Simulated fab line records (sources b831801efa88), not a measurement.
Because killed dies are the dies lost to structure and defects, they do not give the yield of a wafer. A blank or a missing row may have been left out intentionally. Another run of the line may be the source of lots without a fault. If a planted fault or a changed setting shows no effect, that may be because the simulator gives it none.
Struck lot and sound lot, side by side :: flow sky130 :: 16 out of 708 route steps
Sound: these wafers, L649.3, L649.4, L649.5. The struck wafers were L639.3, L639.5, L639.6. Last of all comes the cause.
At each step with rows: each side's tool, then ch and its chambers, then its first start. Under that, the readings that differ: sound wafers :: struck wafers :: difference of the means :: sigmas: that difference in standard deviations of wafers without a fault.
alike: words and numbers the same on both sides, and readings whose means are apart by under 2 such deviations; not compared: readings that were withheld, readings missing a value for some wafer, numbers with overlapping values and no deviation given by the record, and bounds like >300 which may hide the same value.
Wherever a step has rows on one side only, a row that says differs or no value, or a row with sigmas, the two part there. When numbers do not overlap yet have no deviation, they are printed without sigmas and do not part them. A reading missing from all wafers of one side parts the sides only when that side holds two or more wafers.

SKY_LDD_P_OVL_MEAS_08:
  sound on overlay-02, day 26 10:02; struck on overlay-01, day 23 04:10
  alike: LDD_P_OVL
after that, 1 step had no rows for these wafers: SKY_LDD_P_IMPLANT_09.
SKY_LDD_P_STRIP_10: strips in O2/N2.
  sound on plasma asher-03 ch 0,1, day 26 10:14; struck on plasma asher-02 ch 0,1, day 23 04:23
  alike: chamber pressure mTorr, drypump motor current A, oes product au, strip time to endpoint s
  not compared: rf hours counter h
SKY_LDD_P_TW_MEAS_11:
  sound on film metro-03, day 26 10:20; struck on film metro-01, day 23 04:28
  alike: LDD_P_TW
then, 7 steps without rows for these wafers: SKY_LDD_HVN_DEHYDRATE_00 (time 60 s); SKY_LDD_HVN_HMDS_01 (prime time 60 s); SKY_LDD_HVN_COAT_02 (resist thk 300 nm); SKY_LDD_HVN_SOFTBAKE_03 (time 60 s); SKY_LDD_HVN_EXPOSE_04 (exposes mask HVNTM, target cd 700 nm); SKY_LDD_HVN_PEB_05; SKY_LDD_HVN_DEVELOP_06 (develop time 60 s).
SKY_LDD_HVN_OVL_MEAS_07:
  sound on overlay-01, day 27 14:22; struck on overlay-01, day 24 10:13
  alike: LDD_HVN_OVL
SKY_LDD_HVN_IMPLANT_08:
  sound on implanter-04 ch 0, day 27 14:26; struck on implanter-02 ch 0, day 24 10:17
reading: beam energy keV
sound: 60.023 59.994 59.946
struck: 65.944 65.942 65.956
difference: +5.960
sigmas: +99 or more

reading: model.implant.rp nm (nm)
sound: 53.97 53.97 53.97
struck: 62.36 62.36 62.36
difference: +8.39
sigmas: 

reading: model.implant.drp nm (nm)
sound: 28.15 28.15 28.15
struck: 30.58 30.58 30.58
difference: +2.43
sigmas: 
SKY_LDD_HVN_STRIP_09: strips in O2/N2.
  sound on plasma asher-03 ch 0,1, day 27 14:34; struck on plasma asher-03 ch 0,1, day 24 10:25
  alike: chamber pressure mTorr, drypump motor current A, oes product au, strip time to endpoint s
  not compared: rf hours counter h
SKY_LDD_HVN_TW_MEAS_10:
  sound on film metro-04, day 27 14:40; struck on film metro-02, day 24 10:44
reading: LDD_HVN_TW
sound: 1433 1441 1436
struck: 1473 1470 1480
difference: +38
sigmas: +4
  not compared: hold
-- a jump in the record: the struck wafers' starts before and after are 24 days apart (it breaks off in module LDD_HVN and resumes in module PAD_OPEN, where the first step shown is number 708 of the route) --
SKY_PAD_OPEN_PROBE_99:
  sound on prober-01, day 50 10:29; struck on prober-02, day 48 13:58
reading: model.etest.tip_n_5v.rs ohm sq
sound: 1409 1409 1409
struck: 1330 1333 1330
difference: -78
sigmas: 

reading: model.etest.nfet g5v0d10v5.vt sat v (V)
sound: 0.7746 0.7775 0.7728
struck: 0.7413 0.7544 0.7418
difference: -0.0291
sigmas: 
  alike: killed_at_M0_to_M3, killed_at_M4_up, killed at contacts, killed at front end, killed at other, killed dies, killed on rim, killed open, killed short

== WHERE THEY PART ==
At SKY_LDD_HVN_IMPLANT_08 first; at SKY_LDD_HVN_TW_MEAS_10 last (within this record only). Later steps at which nothing parts them and some readings are alike: SKY_PAD_OPEN_PROBE_99.

WHY: whatever the simulator had introduced
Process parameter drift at SKY_LDD_HVN_IMPLANT_08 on implanter-02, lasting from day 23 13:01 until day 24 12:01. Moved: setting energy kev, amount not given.
